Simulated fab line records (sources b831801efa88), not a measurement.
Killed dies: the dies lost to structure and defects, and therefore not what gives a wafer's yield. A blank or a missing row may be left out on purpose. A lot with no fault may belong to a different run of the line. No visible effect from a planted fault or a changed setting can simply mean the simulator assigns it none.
Which tool is to blame? || flow sky130 || Sampling: 11 lots, 33 wafers, 6 of 708 route steps

== WHAT THE GAUGES SHOWED, per wafer ==
SKY_SD_N_RS_MEAS_16: measurement is done with a four-point probe.
{"lot": "L331", "measured": "day 27 22:16", "on": "film-metro-03", "SD_N_RS (ohm/sq)": "68.58 68.35 68.57"}
{"lot": "L334", "measured": "day 28 17:23", "on": "film-metro-01", "SD_N_RS (ohm/sq)": "68.70 68.49 68.52"}
{"lot": "L335", "measured": "day 28 23:53", "on": "film-metro-03", "SD_N_RS (ohm/sq)": "68.51 68.54 68.51"}
{"lot": "L336", "measured": "day 30 01:04", "on": "film-metro-03", "SD_N_RS (ohm/sq)": "68.40 68.47 68.60"}
{"lot": "L339", "measured": "day 31 08:11", "on": "film-metro-03", "SD_N_RS (ohm/sq)": "68.60 68.67 68.65"}
{"lot": "L342", "measured": "day 31 18:18", "on": "film-metro-01", "SD_N_RS (ohm/sq)": "68.62 68.59 68.60"}
{"lot": "L344", "measured": "day 32 17:41", "on": "film-metro-01", "SD_N_RS (ohm/sq)": "71.25 71.17 71.23"}
{"lot": "L345", "measured": "day 33 09:30", "on": "film-metro-04", "SD_N_RS (ohm/sq)": "71.45 71.42 71.45"}
{"lot": "L346", "measured": "day 33 14:11", "on": "film-metro-04", "SD_N_RS (ohm/sq)": "68.84 68.71 68.61"}
{"lot": "L351", "measured": "day 34 08:34", "on": "film-metro-03", "SD_N_RS (ohm/sq)": "68.55 68.66 68.72"}
{"lot": "L354", "measured": "day 35 10:29", "on": "film-metro-03", "SD_N_RS (ohm/sq)": "68.46 68.59 68.46"}

SKY_LI_CONTACT_OVL_MEAS_13.
{"lot": "L331", "measured": "day 29 03:41", "on": "overlay-02", "LI_CONTACT_OVL (nm)": "-5 1 0"}
{"lot": "L334", "measured": "day 29 22:14", "on": "overlay-02", "LI_CONTACT_OVL (nm)": "4 3 -6"}
{"lot": "L335", "measured": "day 30 04:50", "on": "overlay-01", "LI_CONTACT_OVL (nm)": "-4 1 4"}
{"lot": "L336", "measured": "day 31 05:19", "on": "overlay-02", "LI_CONTACT_OVL (nm)": "-8 -4 -5"}
{"lot": "L339", "measured": "day 32 12:05", "on": "overlay-02", "LI_CONTACT_OVL (nm)": "-11 -12 -7"}
{"lot": "L342", "measured": "day 32 22:16", "on": "overlay-02", "LI_CONTACT_OVL (nm)": "2 -6 -2"}
{"lot": "L344", "measured": "day 33 21:05", "on": "overlay-02", "LI_CONTACT_OVL (nm)": "4 0 -3"}
{"lot": "L345", "measured": "day 34 18:10", "on": "overlay-02", "LI_CONTACT_OVL (nm)": "1 3 -1"}
{"lot": "L346", "measured": "day 34 18:44", "on": "overlay-02", "LI_CONTACT_OVL (nm)": "-5 2 -7"}
{"lot": "L351", "measured": "day 35 12:09", "on": "overlay-02", "LI_CONTACT_OVL (nm)": "-8 -2 -7"}
{"lot": "L354", "measured": "day 36 13:26", "on": "overlay-02", "LI_CONTACT_OVL (nm)": "-2 0 2"}

== WHAT TOOL EACH LOT RAN ON (gives the tool, then ch and the chambers of the sampled wafers, and finally the start) ==
{"lot": "L331", "SKY_POLY_CUT_ETCH_10": "rie-diel-02 ch 0,2,3, day 24 04:49", "SKY_RES_XHIGH_STRIP_08": "plasma-asher-04 ch 0,1, day 26 15:44", "SKY_SD_N_IMPLANT_09": "implanter-03 ch 0, day 27 21:35", "SKY_SD_N_STRIP_11": "plasma-asher-01 ch 0,1, day 27 21:53"}
{"lot": "L334", "SKY_POLY_CUT_ETCH_10": "rie-diel-02 ch 0,2, day 25 02:11", "SKY_RES_XHIGH_STRIP_08": "plasma-asher-04 ch 0,1, day 27 12:24", "SKY_SD_N_IMPLANT_09": "implanter-03 ch 0, day 28 16:43", "SKY_SD_N_STRIP_11": "plasma-asher-02 ch 0,1, day 28 16:59"}
{"lot": "L335", "SKY_POLY_CUT_ETCH_10": "rie-diel-02 ch 1,2, day 25 07:58", "SKY_RES_XHIGH_STRIP_08": "plasma-asher-04 ch 0,1, day 27 18:29", "SKY_SD_N_IMPLANT_09": "implanter-03 ch 0, day 28 23:13", "SKY_SD_N_STRIP_11": "plasma-asher-01 ch 0,1, day 28 23:29"}
{"lot": "L336", "SKY_POLY_CUT_ETCH_10": "rie-diel-01 ch 0,1,2, day 26 11:59", "SKY_RES_XHIGH_STRIP_08": "plasma-asher-04 ch 0,1, day 28 20:57", "SKY_SD_N_IMPLANT_09": "implanter-03 ch 0, day 30 00:23", "SKY_SD_N_STRIP_11": "plasma-asher-02 ch 0,1, day 30 00:41"}
{"lot": "L339", "SKY_POLY_CUT_ETCH_10": "rie-diel-04 ch 0,1,3, day 27 19:26", "SKY_RES_XHIGH_STRIP_08": "plasma-asher-01 ch 0,1, day 30 03:53", "SKY_SD_N_IMPLANT_09": "implanter-04 ch 0, day 31 07:31", "SKY_SD_N_STRIP_11": "plasma-asher-01 ch 0, day 31 07:47"}
{"lot": "L342", "SKY_POLY_CUT_ETCH_10": "rie-diel-02 ch 0,2,3, day 28 06:40", "SKY_RES_XHIGH_STRIP_08": "plasma-asher-01 ch 0,1, day 30 14:26", "SKY_SD_N_IMPLANT_09": "implanter-01 ch 0, day 31 17:37", "SKY_SD_N_STRIP_11": "plasma-asher-01 ch 0,1, day 31 17:55"}
{"lot": "L344", "SKY_POLY_CUT_ETCH_10": "rie-diel-04 ch 0,2,3, day 29 05:16", "SKY_RES_XHIGH_STRIP_08": "plasma-asher-04 ch 0,1, day 31 13:11", "SKY_SD_N_IMPLANT_09": "implanter-01 ch 0, day 32 17:00", "SKY_SD_N_STRIP_11": "plasma-asher-01 ch 0,1, day 32 17:17"}
{"lot": "L345", "SKY_POLY_CUT_ETCH_10": "rie-diel-01 ch 0,1,2, day 29 23:22", "SKY_RES_XHIGH_STRIP_08": "plasma-asher-02 ch 0,1, day 32 06:32", "SKY_SD_N_IMPLANT_09": "implanter-01 ch 0, day 33 08:49", "SKY_SD_N_STRIP_11": "plasma-asher-01 ch 0,1, day 33 09:05"}
{"lot": "L346", "SKY_POLY_CUT_ETCH_10": "rie-diel-04 ch 0,2,3, day 30 03:31", "SKY_RES_XHIGH_STRIP_08": "plasma-asher-01 ch 0,1, day 32 10:21", "SKY_SD_N_IMPLANT_09": "implanter-03 ch 0, day 33 13:31", "SKY_SD_N_STRIP_11": "plasma-asher-01 ch 0,1, day 33 13:47"}
{"lot": "L351", "SKY_POLY_CUT_ETCH_10": "rie-diel-02 ch 0,1,2, day 30 21:58", "SKY_RES_XHIGH_STRIP_08": "plasma-asher-01 ch 0,1, day 33 04:59", "SKY_SD_N_IMPLANT_09": "implanter-04 ch 0, day 34 07:53", "SKY_SD_N_STRIP_11": "plasma-asher-01 ch 0,1, day 34 08:11"}
{"lot": "L354", "SKY_POLY_CUT_ETCH_10": "rie-diel-01 ch 2,3, day 32 01:49", "SKY_RES_XHIGH_STRIP_08": "plasma-asher-04 ch 0,1, day 34 07:37", "SKY_SD_N_IMPLANT_09": "implanter-03 ch 0, day 35 09:49", "SKY_SD_N_STRIP_11": "plasma-asher-02 ch 0,1, day 35 10:06"}
- SKY_POLY_CUT_ETCH_10: etches BARC in N2/H2, stops on SiO2, time 45.9 s, target depth 60 nm.
- SKY_RES_XHIGH_STRIP_08: strips in O2/N2.
- SKY_SD_N_IMPLANT_09
- SKY_SD_N_STRIP_11: strips in O2/N2.

== WHAT THE TOOLS THEMSELVES READ (means of the sampled wafers that have a number; where no wafer has one, the mark that the record gives instead) ==
SKY_POLY_CUT_ETCH_10.
{"lot": "L331", "tool": "rie-diel-02", "drypump-motor-current-A (A)": 6.0, "oes-product-au (a.u.)": 0.857, "throttle-valve-pct (%)": 13.224}
{"lot": "L334", "tool": "rie-diel-02", "drypump-motor-current-A (A)": 6.0, "oes-product-au (a.u.)": 0.849, "throttle-valve-pct (%)": 13.222}
{"lot": "L335", "tool": "rie-diel-02", "drypump-motor-current-A (A)": 6.1, "oes-product-au (a.u.)": 0.855, "throttle-valve-pct (%)": 13.223}
{"lot": "L336", "tool": "rie-diel-01", "drypump-motor-current-A (A)": 5.8, "oes-product-au (a.u.)": 0.855, "throttle-valve-pct (%)": 13.228}
{"lot": "L339", "tool": "rie-diel-04", "drypump-motor-current-A (A)": 5.8, "oes-product-au (a.u.)": 0.853, "throttle-valve-pct (%)": 13.235}
{"lot": "L342", "tool": "rie-diel-02", "drypump-motor-current-A (A)": 6.1, "oes-product-au (a.u.)": 0.854, "throttle-valve-pct (%)": 13.229}
{"lot": "L344", "tool": "rie-diel-04", "drypump-motor-current-A (A)": 5.6, "oes-product-au (a.u.)": 0.856, "throttle-valve-pct (%)": 13.231}
{"lot": "L345", "tool": "rie-diel-01", "drypump-motor-current-A (A)": 5.8, "oes-product-au (a.u.)": 0.855, "throttle-valve-pct (%)": 13.224}
{"lot": "L346", "tool": "rie-diel-04", "drypump-motor-current-A (A)": 5.6, "oes-product-au (a.u.)": 0.855, "throttle-valve-pct (%)": 13.233}
{"lot": "L351", "tool": "rie-diel-02", "drypump-motor-current-A (A)": 5.9, "oes-product-au (a.u.)": 0.853, "throttle-valve-pct (%)": 13.225}
{"lot": "L354", "tool": "rie-diel-01", "drypump-motor-current-A (A)": 6.3, "oes-product-au (a.u.)": 0.857, "throttle-valve-pct (%)": 13.215}

SKY_RES_XHIGH_STRIP_08.
{"lot": "L331", "tool": "plasma-asher-04", "drypump-motor-current-A (A)": 5.3, "oes-product-au (a.u.)": 0.711, "strip-time-to-endpoint-s (s)": 14.27}
{"lot": "L334", "tool": "plasma-asher-04", "drypump-motor-current-A (A)": 5.6, "oes-product-au (a.u.)": 0.710, "strip-time-to-endpoint-s (s)": 14.24}
{"lot": "L335", "tool": "plasma-asher-04", "drypump-motor-current-A (A)": 5.5, "oes-product-au (a.u.)": 0.712, "strip-time-to-endpoint-s (s)": 14.27}
{"lot": "L336", "tool": "plasma-asher-04", "drypump-motor-current-A (A)": 5.3, "oes-product-au (a.u.)": 0.712, "strip-time-to-endpoint-s (s)": 14.19}
{"lot": "L339", "tool": "plasma-asher-01", "drypump-motor-current-A (A)": 5.6, "oes-product-au (a.u.)": 0.715, "strip-time-to-endpoint-s (s)": 14.26}
{"lot": "L342", "tool": "plasma-asher-01", "drypump-motor-current-A (A)": 5.5, "oes-product-au (a.u.)": 0.710, "strip-time-to-endpoint-s (s)": 14.33}
{"lot": "L344", "tool": "plasma-asher-04", "drypump-motor-current-A (A)": 5.6, "oes-product-au (a.u.)": 0.714, "strip-time-to-endpoint-s (s)": 14.29}
{"lot": "L345", "tool": "plasma-asher-02", "drypump-motor-current-A (A)": 5.0, "oes-product-au (a.u.)": 0.711, "strip-time-to-endpoint-s (s)": 14.31}
{"lot": "L346", "tool": "plasma-asher-01", "drypump-motor-current-A (A)": 5.5, "oes-product-au (a.u.)": 0.712, "strip-time-to-endpoint-s (s)": 14.24}
{"lot": "L351", "tool": "plasma-asher-01", "drypump-motor-current-A (A)": 5.5, "oes-product-au (a.u.)": 0.713, "strip-time-to-endpoint-s (s)": 14.23}
{"lot": "L354", "tool": "plasma-asher-04", "drypump-motor-current-A (A)": 5.2, "oes-product-au (a.u.)": 0.710, "strip-time-to-endpoint-s (s)": 14.28}

SKY_SD_N_IMPLANT_09.
{"lot": "L331", "tool": "implanter-03", "dose-ions-cm2": 3.996e+15}
{"lot": "L334", "tool": "implanter-03", "dose-ions-cm2": 4.005e+15}
{"lot": "L335", "tool": "implanter-03", "dose-ions-cm2": 3.994e+15}
{"lot": "L336", "tool": "implanter-03", "dose-ions-cm2": 3.999e+15}
{"lot": "L339", "tool": "implanter-04", "dose-ions-cm2": 3.999e+15}
{"lot": "L342", "tool": "implanter-01", "dose-ions-cm2": 3.997e+15}
{"lot": "L344", "tool": "implanter-01", "dose-ions-cm2": 2.999e+15}
{"lot": "L345", "tool": "implanter-01", "dose-ions-cm2": 2.997e+15}
{"lot": "L346", "tool": "implanter-03", "dose-ions-cm2": 3.996e+15}
{"lot": "L351", "tool": "implanter-04", "dose-ions-cm2": 4.002e+15}
{"lot": "L354", "tool": "implanter-03", "dose-ions-cm2": 4.002e+15}

SKY_SD_N_STRIP_11.
{"lot": "L331", "tool": "plasma-asher-01", "drypump-motor-current-A (A)": 5.5, "oes-product-au (a.u.)": 0.530, "strip-time-to-endpoint-s (s)": 22.54}
{"lot": "L334", "tool": "plasma-asher-02", "drypump-motor-current-A (A)": 4.9, "oes-product-au (a.u.)": 0.530, "strip-time-to-endpoint-s (s)": 22.60}
{"lot": "L335", "tool": "plasma-asher-01", "drypump-motor-current-A (A)": 5.5, "oes-product-au (a.u.)": 0.523, "strip-time-to-endpoint-s (s)": 22.58}
{"lot": "L336", "tool": "plasma-asher-02", "drypump-motor-current-A (A)": 4.9, "oes-product-au (a.u.)": 0.527, "strip-time-to-endpoint-s (s)": 22.57}
{"lot": "L339", "tool": "plasma-asher-01", "drypump-motor-current-A (A)": 5.3, "oes-product-au (a.u.)": 0.525, "strip-time-to-endpoint-s (s)": 22.55}
{"lot": "L342", "tool": "plasma-asher-01", "drypump-motor-current-A (A)": 5.7, "oes-product-au (a.u.)": 0.525, "strip-time-to-endpoint-s (s)": 22.57}
{"lot": "L344", "tool": "plasma-asher-01", "drypump-motor-current-A (A)": 5.5, "oes-product-au (a.u.)": 0.539, "strip-time-to-endpoint-s (s)": 21.60}
{"lot": "L345", "tool": "plasma-asher-01", "drypump-motor-current-A (A)": 5.6, "oes-product-au (a.u.)": 0.539, "strip-time-to-endpoint-s (s)": 21.54}
{"lot": "L346", "tool": "plasma-asher-01", "drypump-motor-current-A (A)": 5.7, "oes-product-au (a.u.)": 0.525, "strip-time-to-endpoint-s (s)": 22.56}
{"lot": "L351", "tool": "plasma-asher-01", "drypump-motor-current-A (A)": 5.5, "oes-product-au (a.u.)": 0.526, "strip-time-to-endpoint-s (s)": 22.49}
{"lot": "L354", "tool": "plasma-asher-02", "drypump-motor-current-A (A)": 5.0, "oes-product-au (a.u.)": 0.528, "strip-time-to-endpoint-s (s)": 22.56}

== THE ANSWER, worked out from the rows above alone ==
Rule: the usual values come from the lots themselves. Put in order of their means at a reading, lots are off if they are a third of the lots or fewer, leave a main group of 4 or more, and stand apart from it by a gap of 3 or more times the standard deviation of the main group's means; of several such gaps the widest counts. Not used: any main group whose means are identical at the precision the tables above print for the reading. Also off: a lot with no number at a reading for which 4 or more lots have one. Where the step has rows for the other lots, those lots are counted as sound. Order of review: gauges by route order, followed by the tools' own readings, for which a lot's mean as printed above is used. The first step at which some lot is off is used, and at that step the reading that is off furthest; a lot without a number counts as furthest.
Off: L344, L345, seen at SKY_SD_N_RS_MEAS_16 (SD_N_RS). Mean 68.58 ohm/sq and standard deviation 0.076 in the main group.
If a tool, at a process step before that reading, ran all the lots that are off and no sound lot after the first of them, it fits. Not tried: the gauges at SKY_SD_N_RS_MEAS_16; whatever is off there is also off at SKY_SD_N_IMPLANT_09, on other tools, and gauge error can't account for it. One candidate fits, namely implanter-01 at SKY_SD_N_IMPLANT_09. A fault onset in the window from L342 (day 31 17:37, its last sound lot) to L344 (day 32 17:00, its first lot off) fits.
The tool's own readings at SKY_SD_N_IMPLANT_09 bear it out: on the lots that are off they differ by more than 5 times the standard deviation of the sound lots' means. dose-ions-cm2 reads 2.998e+15 there against 3.999e+15 on the sound lots.

== WHAT WAS PUT IN BY THE SIMULATOR ==
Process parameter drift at SKY_SD_N_IMPLANT_09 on implanter-01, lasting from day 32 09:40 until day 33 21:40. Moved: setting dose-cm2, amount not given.
Shown lots that were struck: L344, L345. The rule above reached the same finding.
